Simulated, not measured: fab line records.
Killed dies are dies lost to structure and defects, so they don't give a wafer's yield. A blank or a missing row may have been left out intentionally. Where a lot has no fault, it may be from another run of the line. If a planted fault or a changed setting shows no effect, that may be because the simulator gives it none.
fab line records -- flow sky130 -- part 2 of 2: steps 28 to 38 of 38
record lots=5, wafers=15, last_day=49
route steps=708 shown GATE_OXIDE@191 POLY_GATE@204 RES_PROTECT@206
lots that met no fault: from a run of the same line without faults
start_h: start of the lot's first displayed wafer, in hours after the record's first day -- wait_h: hours from the lot's prior step to this one -- " unchanged from the row above -- L1.1+2: a row that stands for several wafers -- - no value, or no start was given -- * or withheld: withheld -- < > ~ a bound
route shown NAME@n: names a module that has steps shown in the file, with the first one's number in the route -- usual: mean and standard deviation over wafers with no fault -- same: alike in all rows -- chamber/n: place in a boat -- sites: each site's reading -- _std_site: standard deviation of those values -- _edge_site: the outer-site mean with the inner-site mean subtracted -- radius_mm: for every site, how far away it sits from the centre of the wafer -- mask NAME#n: copy n -- behind: tool/chamber where the wafer was last shaped -- hold: what put the lot on hold/how long, in hours/how the hold closed -- device: which transistor (n, p or np) failed to switch -- end of line: the route-end tests of the same wafers -- for a step that has no rows: nothing shown but its recipe -- killed: dies lost to structure and defects at the first sort, not the wafer's yield -- map: a wafer's dies, x killed, . not, _ none there
set.NAME: setting as actually run; set.NAME@STEP: the setting as run at that earlier step -- model.NAME: the simulator's own value behind a step, which no gauge read
lots at some steps of the route; a table a step, a row a wafer
services: when a tool's chamber went out of use (start_h, in hours from the record's first day, below 0 if earlier), for how many hours, and the reason
## steps
# step SKY_POLY_GATE_THK_MEAS_04
# recipe reads=Si3N4_of_POLY_GATE_CVD_03
# usual POLY_GATE_CVD_03_THK=75.0/0.75
lot.wafer,tool,chamber,start_h,wait_h,POLY_GATE_CVD_03_THK[nm]
L077.1,film_metro-01,-,362.33,0.0,75.8
L077.4,film_metro-01,-,362.33,0.0,75.9
L077.6,film_metro-01,-,362.33,0.0,75.5
L078.1,film_metro-02,-,374.83,0.0,74.2
L078.3,film_metro-02,-,374.83,0.0,73.8
L078.5,film_metro-02,-,374.83,0.0,74.7
L084.1,film_metro-04,-,450.90,0.0,75.1
L084.3,film_metro-04,-,450.90,0.0,75.2
L084.4,film_metro-04,-,450.90,0.0,75.6
L086.1,film_metro-01,-,464.35,0.0,74.3
L086.3,film_metro-01,-,464.35,0.0,74.5
L086.4,film_metro-01,-,464.35,0.0,74.1
L090.2,film_metro-04,-,503.05,0.0,75.4
L090.3,film_metro-04,-,503.05,0.0,75.4
L090.5,film_metro-04,-,503.05,0.0,75.2
# step SKY_POLY_GATE_DEHYDRATE_05
# recipe temp_c=200, time_s=60
# usual exhaust_pa=44.9/0.83
lot.wafer,tool,chamber,start_h,wait_h,exhaust_pa
L077.1,litho_track-04,0,375.58,13.2,44.2
L077.4,litho_track-04,0,375.58,13.2,45.4
L077.6,litho_track-04,0,375.58,13.2,45.0
L078.1,litho_track-03,0,387.49,12.6,44.5
L078.3,litho_track-03,0,387.49,12.6,44.0
L078.5,litho_track-03,0,387.49,12.6,44.7
L084.1,litho_track-02,0,464.89,14.0,45.1
L084.3,litho_track-02,0,464.89,14.0,45.9
L084.4,litho_track-02,0,464.89,14.0,44.5
L086.1,litho_track-02,0,478.64,14.3,43.1
L086.3,litho_track-02,0,478.64,14.3,43.2
L086.4,litho_track-02,0,478.64,14.3,46.3
L090.2,litho_track-03,0,517.51,14.5,45.7
L090.3,litho_track-03,0,517.51,14.5,45.3
L090.5,litho_track-03,0,517.51,14.5,45.4
# step SKY_POLY_GATE_HMDS_06
# recipe prime_time_s=60, prime_temp_c=120
# usual exhaust_pa=45.1/0.92
lot.wafer,tool,chamber,start_h,wait_h,exhaust_pa
L077.1,litho_track-04,0,375.73,0.1,45.4
L077.4,litho_track-04,0,375.73,0.1,43.9
L077.6,litho_track-04,0,375.73,0.1,45.4
L078.1,litho_track-03,0,387.64,0.1,44.5
L078.3,litho_track-03,0,387.64,0.1,44.8
L078.5,litho_track-03,0,387.64,0.1,44.9
L084.1,litho_track-02,0,465.04,0.1,44.4
L084.3,litho_track-02,0,465.04,0.1,43.7
L084.4,litho_track-02,0,465.04,0.1,43.8
L086.1,litho_track-02,0,478.79,0.1,44.8
L086.3,litho_track-02,0,478.79,0.1,45.8
L086.4,litho_track-02,0,478.79,0.1,46.3
L090.2,litho_track-03,0,517.66,0.1,45.5
L090.3,litho_track-03,0,517.66,0.1,45.0
L090.5,litho_track-03,0,517.66,0.1,46.0
# step SKY_POLY_GATE_COAT_07
# recipe resist=BARC, temp_c=withheld, time_s=withheld, spin_rpm=3000, resist_thk_nm=110
# usual exhaust_pa=45.0/0.88
lot.wafer,tool,chamber,start_h,wait_h,exhaust_pa
L077.1,litho_track-04,0,375.88,0.1,43.0
L077.4,litho_track-04,0,375.88,0.1,44.6
L077.6,litho_track-04,0,375.88,0.1,44.3
L078.1,litho_track-03,0,387.79,0.1,45.5
L078.3,litho_track-03,0,387.79,0.1,45.2
L078.5,litho_track-03,0,387.79,0.1,44.7
L084.1,litho_track-02,0,465.19,0.1,45.4
L084.3,litho_track-02,0,465.19,0.1,43.8
L084.4,litho_track-02,0,465.19,0.1,44.9
L086.1,litho_track-02,0,478.94,0.1,46.3
L086.3,litho_track-02,0,478.94,0.1,45.7
L086.4,litho_track-02,0,478.94,0.1,45.8
L090.2,litho_track-03,0,517.81,0.1,43.5
L090.3,litho_track-03,0,517.81,0.1,43.7
L090.5,litho_track-03,0,517.81,0.1,45.7
# step SKY_POLY_GATE_COAT_08
# recipe resist=KrF-thick, spin_rpm=3000, resist_thk_nm=450
# usual exhaust_pa=45.3/0.8
lot.wafer,tool,chamber,start_h,wait_h,exhaust_pa
L077.1,litho_track-04,0,-,-,47.0
L077.4,litho_track-04,0,-,-,46.0
L077.6,litho_track-04,0,-,-,45.6
L078.1,litho_track-03,0,-,-,45.3
L078.3,litho_track-03,0,-,-,44.4
L078.5,litho_track-03,0,-,-,45.4
L084.1,litho_track-02,0,-,-,46.0
L084.3,litho_track-02,0,-,-,45.6
L084.4,litho_track-02,0,-,-,45.7
L086.1,litho_track-02,0,-,-,45.2
L086.3,litho_track-02,0,-,-,44.0
L086.4,litho_track-02,0,-,-,45.9
L090.2,litho_track-03,0,-,-,45.2
L090.3,litho_track-03,0,-,-,46.1
L090.5,litho_track-03,0,-,-,46.3
# step SKY_POLY_GATE_SOFTBAKE_09
# recipe temp_c=100, time_s=90, resist=KrF-thick
# usual exhaust_pa=45.0/0.86
lot.wafer,tool,chamber,start_h,wait_h,exhaust_pa
L077.1,litho_track-04,0,-,-,44.9
L077.4,litho_track-04,0,-,-,44.4
L077.6,litho_track-04,0,-,-,44.9
L078.1,litho_track-03,0,-,-,45.9
L078.3,litho_track-03,0,-,-,46.2
L078.5,litho_track-03,0,-,-,44.3
L084.1,litho_track-02,0,-,-,45.3
L084.3,litho_track-02,0,-,-,45.5
L084.4,litho_track-02,0,-,-,44.1
L086.1,litho_track-02,0,-,-,44.4
L086.3,litho_track-02,0,-,-,44.4
L086.4,litho_track-02,0,-,-,45.8
L090.2,litho_track-03,0,-,-,44.7
L090.3,litho_track-03,0,-,-,44.7
L090.5,litho_track-03,0,-,-,44.4
# step SKY_POLY_GATE_EXPOSE_10
# recipe mask_id=P1M, na=0.68, source_shape=conventional, sigma_outer=0.6, target_cd_nm=150, dose_mj=28
lot.wafer,tool,chamber,start_h,wait_h,mask
L077.1+4+6,krf_scanner-01,0,-,-,P1M#0
L078.1+3+5,krf_scanner-01,0,-,-,P1M#0
L084.1+3+4,krf_scanner-01,0,-,-,P1M#0
L086.1+3+4,krf_scanner-02,0,-,-,P1M#0
L090.2+3+5,krf_scanner-01,0,-,-,P1M#0
# step SKY_POLY_GATE_PEB_11
# recipe peb_temp_c=withheld, peb_time_s=withheld, resist=KrF-thick
# usual exhaust_pa=45.0/0.92
lot.wafer,tool,chamber,start_h,wait_h,exhaust_pa
L077.1,litho_track-02,0,-,-,45.9
L077.4,litho_track-02,0,-,-,45.2
L077.6,litho_track-02,0,-,-,45.4
L078.1,litho_track-03,0,-,-,44.3
L078.3,litho_track-03,0,-,-,44.3
L078.5,litho_track-03,0,-,-,44.9
L084.1,litho_track-04,0,-,-,44.2
L084.3,litho_track-04,0,-,-,44.3
L084.4,litho_track-04,0,-,-,45.3
L086.1,litho_track-04,0,-,-,45.3
L086.3,litho_track-04,0,-,-,45.2
L086.4,litho_track-04,0,-,-,45.4
L090.2,litho_track-03,0,-,-,46.2
L090.3,litho_track-03,0,-,-,45.5
L090.5,litho_track-03,0,-,-,45.6
# step SKY_POLY_GATE_DEVELOP_12
# recipe develop_time_s=60, resist=KrF-thick, dev_temp_c=21
# usual exhaust_pa=44.8/0.94
lot.wafer,tool,chamber,start_h,wait_h,exhaust_pa
L077.1,litho_track-02,0,-,-,43.9
L077.4,litho_track-02,0,-,-,44.8
L077.6,litho_track-02,0,-,-,45.3
L078.1,litho_track-03,0,-,-,44.0
L078.3,litho_track-03,0,-,-,42.5
L078.5,litho_track-03,0,-,-,42.9
L084.1,litho_track-04,0,-,-,44.8
L084.3,litho_track-04,0,-,-,44.2
L084.4,litho_track-04,0,-,-,43.9
L086.1,litho_track-04,0,-,-,44.7
L086.3,litho_track-04,0,-,-,44.6
L086.4,litho_track-04,0,-,-,45.4
L090.2,litho_track-03,0,-,-,46.5
L090.3,litho_track-03,0,-,-,46.9
L090.5,litho_track-03,0,-,-,45.3
# step SKY_POLY_GATE_CD_MEAS_13
# recipe target_cd_nm=150
# usual cd_nm=150.2/1.4
lot.wafer,tool,chamber,start_h,wait_h,cd_nm
L077.1,cd_sem-02,-,390.19,-,151.3
L077.4,cd_sem-02,-,390.19,-,152.2
L077.6,cd_sem-02,-,390.19,-,149.9
L078.1,cd_sem-02,-,401.89,-,149.5
L078.3,cd_sem-02,-,401.89,-,149.2
L078.5,cd_sem-02,-,401.89,-,149.8
L084.1,cd_sem-01,-,480.38,-,149.8
L084.3,cd_sem-01,-,480.38,-,151.0
L084.4,cd_sem-01,-,480.38,-,149.7
L086.1,cd_sem-02,-,494.43,-,147.0
L086.3,cd_sem-02,-,494.43,-,147.4
L086.4,cd_sem-02,-,494.43,-,149.4
L090.2,cd_sem-02,-,533.85,-,150.6
L090.3,cd_sem-02,-,533.85,-,149.2
L090.5,cd_sem-02,-,533.85,-,149.0
# step SKY_POLY_GATE_OVL_MEAS_14
# usual POLY_GATE_OVL=-1/5.7
lot.wafer,tool,chamber,start_h,wait_h,POLY_GATE_OVL[nm]
L077.1,overlay-01,-,390.31,0.1,-10
L077.4,overlay-01,-,390.31,0.1,-11
L077.6,overlay-01,-,390.31,0.1,-6
L078.1,overlay-02,-,402.01,0.1,0
L078.3,overlay-02,-,402.01,0.1,-7
L078.5,overlay-02,-,402.01,0.1,-3
L084.1,overlay-01,-,480.50,0.1,2
L084.3,overlay-01,-,480.50,0.1,1
L084.4,overlay-01,-,480.50,0.1,-4
L086.1,overlay-01,-,494.55,0.1,0
L086.3,overlay-01,-,494.55,0.1,-4
L086.4,overlay-01,-,494.55,0.1,3
L090.2,overlay-02,-,533.96,0.1,-1
L090.3,overlay-02,-,533.96,0.1,10
L090.5,overlay-02,-,533.96,0.1,5
## services
tool,chamber,start_h,hours,kind
lpcvd-02,-,301.56,6.1,pm
wet_bench-02,-,303.24,2.9,repair
implanter-01,-,310.17,3.2,repair
lpcvd-02,-,310.51,4.3,pm
implanter-04,-,343.14,1.0,repair
lpcvd-02,-,349.18,0.3,repair
krf_scanner-01,-,353.33,0.3,repair
furnace-01,-,358.25,3.6,pm
iline_stepper-02,-,359.62,1.7,pm
lpcvd-01,-,361.48,28.1,pm
krf_scanner-01,-,363.25,11.6,pm
implanter-01,-,378.01,5.4,repair
krf_scanner-01,-,378.44,1.0,pm
implanter-01,-,380.52,3.1,repair
krf_scanner-01,-,389.04,1.7,repair
iline_stepper-01,-,393.43,20.8,repair
krf_scanner-01,-,404.91,2.5,repair
krf_scanner-01,-,409.35,1.3,pm
implanter-01,-,420.95,5.8,repair
iline_stepper-01,-,430.67,1.7,pm
implanter-01,-,441.82,2.0,repair
krf_scanner-01,-,453.96,0.8,pm
iline_stepper-01,-,473.70,4.4,pm
krf_scanner-01,-,476.83,0.2,repair
